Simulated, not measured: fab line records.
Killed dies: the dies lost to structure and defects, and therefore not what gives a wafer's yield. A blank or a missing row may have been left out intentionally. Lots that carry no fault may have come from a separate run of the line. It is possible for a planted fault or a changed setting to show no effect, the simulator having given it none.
Matching of chambers    flow sky130    pecvd-02 running SKY_CAPM_CVD_00: 3 sister chambers
The step deposits SiO2, target thk 15.5 nm. 14 wafers are shown with their chamber, then 7 later ones without.

WAFERS PAIRED WITH THEIR CHAMBERS
wafer   chamber  heater_power_w (W)
L074.2  2        648
L074.3  1        954
L074.6  0        734
L079.1  1        887
L079.2  2        721
L079.5  0        740
L080.1  1        914
L080.4  1        914
L080.6  0        813
L087.2  0        739
L087.5  0        744
L087.6  1        816
L089.1  1        914
L089.2  2        699

SIGNATURES, as means of the wafers listed above
reading         chamber 0  chamber 1  chamber 2  scatter within a chamber
heater_power_w  754.00     899.83     689.33     40.4
Rule: distance of a wafer from a chamber = root of the sum over the readings of ((wafer's reading minus chamber's mean) / reading's scatter) squared. If the next closest chamber is less than 2 further off than the closest, the wafer can't be placed; otherwise it belongs to the closest. The scatter: the root of (the sum of the squares of (reading less its chamber's mean) over the shown wafers, divided by (wafers less chambers)).

WAFERS WITH NO CHAMBER GIVEN
wafer   heater_power_w (W)
L089.4  870
L091.1  790
L091.3  690
L091.5  781
L093.1  910
L093.2  639
L093.3  776

CHAMBER TAKEN BY EACH
wafer    from the rows above            in truth
L089.4   1                              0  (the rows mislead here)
L091.1   can't be placed: 0 or 2 or 1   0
L091.3   can't be placed: 2 or 0        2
L091.5   can't be placed: 0 or 2        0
L093.1   1                              1
L093.2   can't be placed: 2 or 0        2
L093.3   can't be placed: 0 or 2        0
Placed correctly: 1 of 7. Cannot be placed on the basis of these rows: 5; the candidates contain the true chamber in 5. Wrongly placed: 1.
